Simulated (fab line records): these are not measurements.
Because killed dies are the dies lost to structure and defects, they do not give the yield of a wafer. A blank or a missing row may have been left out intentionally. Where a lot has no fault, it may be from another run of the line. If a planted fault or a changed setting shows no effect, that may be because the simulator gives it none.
A lot that was struck, set against a sound lot || flow sky130 || 26 out of 708 route steps
Sound: the wafers L708.1, L708.3, L708.6. Struck: wafers L703.2, L703.4, L703.5. The cause is named last.
Order at every step that has rows: each side's tool, ch and its chambers, its first start. Under that, the readings that differ: sound wafers || struck wafers || difference of the means || sigmas: that difference in standard deviations of wafers without a fault.
alike: same words and numbers on both sides, and readings whose means sit less than 2 such deviations apart. not compared: any withheld reading, any reading some wafer has no value for, any bound like >300 that may hide the same value, and any number with overlapping values for which the record gives no deviation.
The two part at a step that has a row with sigmas, a row that says differs or no value, or rows on one side only. Numbers that have no deviation but don't overlap get no sigmas and don't part them. A reading that every wafer of one side lacks parts them only if that side has two wafers or more.

SKY_VT_ADJUST_NCORE_STRIP_10: strips in O2/N2.
  sound on plasma_asher-03 ch 1, day 15 07:25; struck on plasma_asher-03 ch 0,1, day 13 10:47
  alike: chamber_pressure_mTorr, drypump_motor_current_A, oes_product_au, strip_time_to_endpoint_s
  not compared: rf_hours_counter_h
SKY_VT_ADJUST_NCORE_TW_MEAS_11:
  sound on film_metro-03, day 15 07:31; struck on film_metro-04, day 13 10:53
{"reading": "VT_ADJUST_NCORE_TW", "sound": "222.3 222.1 221.4", "struck": "217.6 217.7 218.9", "difference": -3.9, "sigmas": -2}
then, 7 steps without rows for these wafers: SKY_VT_ADJUST_HVTR_DEHYDRATE_00 (time 60 s); SKY_VT_ADJUST_HVTR_HMDS_01 (prime time 60 s); SKY_VT_ADJUST_HVTR_COAT_02 (resist thk 1156 nm); SKY_VT_ADJUST_HVTR_SOFTBAKE_03 (time 60 s); SKY_VT_ADJUST_HVTR_EXPOSE_04 (exposes mask HVTRM, target cd 380 nm); SKY_VT_ADJUST_HVTR_PEB_05; SKY_VT_ADJUST_HVTR_DEVELOP_06 (develop time 60 s).
SKY_VT_ADJUST_HVTR_CD_MEAS_07: target cd 380 nm.
  sound on cd_sem-02, day 16 09:56; struck on cd_sem-02, day 14 11:47
  alike: cd_nm
SKY_VT_ADJUST_HVTR_OVL_MEAS_08:
  sound on overlay-02, day 16 10:03; struck on overlay-02, day 14 11:53
  alike: VT_ADJUST_HVTR_OVL
after that, 1 step had no rows for these wafers: SKY_VT_ADJUST_HVTR_IMPLANT_09.
SKY_VT_ADJUST_HVTR_STRIP_10: strips in O2/N2.
  sound on plasma_asher-01 ch 1, day 16 10:14; struck on plasma_asher-03 ch 0,1, day 14 12:04
  no value came back on the struck wafers for any of 5 readings (chamber_pressure_mTorr (mTorr), drypump_motor_current_A (A) and others); on the sound wafers chamber_pressure_mTorr (mTorr) reads 1500.1 1500.5 1499.3
{"reading": "model.NOVOLAK_of_VT_ADJUST_HVTR_COAT_02.thk_nm (nm)", "sound": "0 0 0", "struck": "1156 1156 1157", "difference": "+1156", "sigmas": ""}
  not compared: rf_hours_counter_h
SKY_VT_ADJUST_HVTR_TW_MEAS_11:
  sound on film_metro-01, day 16 10:20; struck on film_metro-01, day 14 12:11
  alike: VT_ADJUST_HVTR_TW
then, 7 steps without rows for these wafers: SKY_VT_ADJUST_PCH_DEHYDRATE_00 (time 60 s); SKY_VT_ADJUST_PCH_HMDS_01 (prime time 60 s); SKY_VT_ADJUST_PCH_COAT_02 (resist thk 3000 nm); SKY_VT_ADJUST_PCH_SOFTBAKE_03; SKY_VT_ADJUST_PCH_EXPOSE_04 (exposes mask NWM, target cd 840 nm); SKY_VT_ADJUST_PCH_PEB_05; SKY_VT_ADJUST_PCH_DEVELOP_06 (develop time 60 s).
SKY_VT_ADJUST_PCH_OVL_MEAS_07:
  sound on overlay-02, day 17 14:13; struck on overlay-02, day 15 14:50
  alike: VT_ADJUST_PCH_OVL
after that, 1 step had no rows for these wafers: SKY_VT_ADJUST_PCH_IMPLANT_08.
SKY_VT_ADJUST_PCH_STRIP_09: strips in O2/N2.
  sound on plasma_asher-01 ch 0,1, day 17 14:24; struck on plasma_asher-02 ch 0,1, day 15 15:01
{"reading": "strip_time_to_endpoint_s (s)", "sound": "36.89 37.07 36.91", "struck": "53.96 54.01 53.90", "difference": "+17.00", "sigmas": "+99 or more"}
  alike: chamber_pressure_mTorr, drypump_motor_current_A, oes_product_au
  not compared: rf_hours_counter_h
SKY_VT_ADJUST_PCH_TW_MEAS_10:
  sound on film_metro-02, day 17 14:30; struck on film_metro-01, day 15 15:07
{"reading": "VT_ADJUST_PCH_TW", "sound": "143.7 144.1 144.2", "struck": "29.9 29.8 29.8", "difference": -114.2, "sigmas": "-99 or more"}
then, 1 step without rows for these wafers: SKY_SONOS_TUNNEL_DEHYDRATE_00 (time 60 s).

## WHERE THEY PART
Earliest at SKY_VT_ADJUST_NCORE_TW_MEAS_11; latest, in this record, at SKY_VT_ADJUST_PCH_TW_MEAS_10.

WHY: what had been put in by the simulator
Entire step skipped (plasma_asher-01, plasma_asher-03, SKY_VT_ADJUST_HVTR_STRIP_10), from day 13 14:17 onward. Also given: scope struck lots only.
